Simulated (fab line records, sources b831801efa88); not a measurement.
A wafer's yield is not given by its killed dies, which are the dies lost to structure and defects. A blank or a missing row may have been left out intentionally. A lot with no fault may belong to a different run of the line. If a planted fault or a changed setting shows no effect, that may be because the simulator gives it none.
A single fault, viewed from 2 desks + flow sky130 + what lay behind the numbers comes last; until then each desk has only its own

AT THE TOOL OWNER'S DESK: hdpcvd-01
The tool's own readings at SKY_LI_CONTACT_HDPCVD_00 (deposits PSG, target thk 930 nm, time 155 s): means of the sampled wafers that have a number, for each lot that ran on this tool. A lot is out of limits, marked OUT, if its mean lies more than 4 standard deviations from the usual mean; the brackets give that distance.
Columns: A = run-length-s at SKY_LI_CONTACT_HDPCVD_00, usual 182.3 s; B = sih4-flow-sccm at SKY_LI_CONTACT_HDPCVD_00, usual 60.00 sccm
| lot  | first seen here | A               | B     |
|------|-----------------|-----------------|-------|
| L474 | day 28 17:58    | 182.1           | 59.98 |
| L479 | day 30 14:42    | 182.0           | 59.94 |
| L480 | day 31 12:04    | 182.4           | 60.16 |
| L481 | day 32 13:47    | 182.1           | 59.88 |
| L486 | day 32 21:26    | 182.0           | 60.05 |
| L488 | day 33 14:07    | 181.9           | 59.91 |
| L490 | day 33 21:18    | 193.4 (+19) OUT | 59.99 |
This desk finds L490 out of limits, L490 being first, at day 33 21:18 (run-length-s at SKY_LI_CONTACT_HDPCVD_00). L474, L479, L480, L481, L486, L488: within limits.

THE METROLOGY DESK
Lot by lot, what the gauges showed, no matter which tool ran the lot: averages of those sampled wafers that carry a number. A lot is out of limits, marked OUT, if its mean lies more than 4 standard deviations from the usual mean; the brackets give that distance.
Columns: A = POLY_CUT_OVL at SKY_POLY_CUT_OVL_MEAS_09, usual -9 nm; B = LI_CONTACT_HDPCVD_THK at SKY_LI_CONTACT_THK_MEAS_01, usual 930 nm
| lot  | first seen here | A   | B              |
|------|-----------------|-----|----------------|
| L472 | day 24 03:14    | -12 | 931            |
| L473 | day 24 14:56    | -0  | 927            |
| L474 | day 25 03:31    | -10 | 924            |
| L479 | day 27 00:19    | -3  | 922            |
| L480 | day 27 21:50    | 1   | 925            |
| L481 | day 29 01:03    | -8  | 948            |
| L485 | day 29 05:42    | -19 | 944            |
| L486 | day 29 09:32    | -2  | 933            |
| L488 | day 30 02:35    | -16 | 942            |
| L490 | day 30 09:35    | 0   | 995 (+5.9) OUT |
| L489 | day 30 11:38    | -19 | 929            |
This desk's finding: out of limits on L490; first on L490, day 33 21:25 (LI_CONTACT_HDPCVD_THK at SKY_LI_CONTACT_THK_MEAS_01). L472, L473, L474, L479, L480, L481, L485, L486, L488, L489: within limits.

ALL TOGETHER
An alarm could have come from the tool owner's desk at day 33 21:18, on L490.
At day 33 21:25 the metrology desk could have sounded an alarm, on L490.
Every lot named ran SKY_LI_CONTACT_HDPCVD_00 on hdpcvd-01.

WHAT HAD BEEN PUT IN BY THE SIMULATOR
hdpcvd-01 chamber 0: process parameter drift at SKY_LI_CONTACT_HDPCVD_00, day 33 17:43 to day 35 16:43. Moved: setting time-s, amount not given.
Lots struck among those shown: L490.
Time in hours from fault onset to the first out-of-limits reading at each desk: tool owner's desk 4, metrology desk 4.
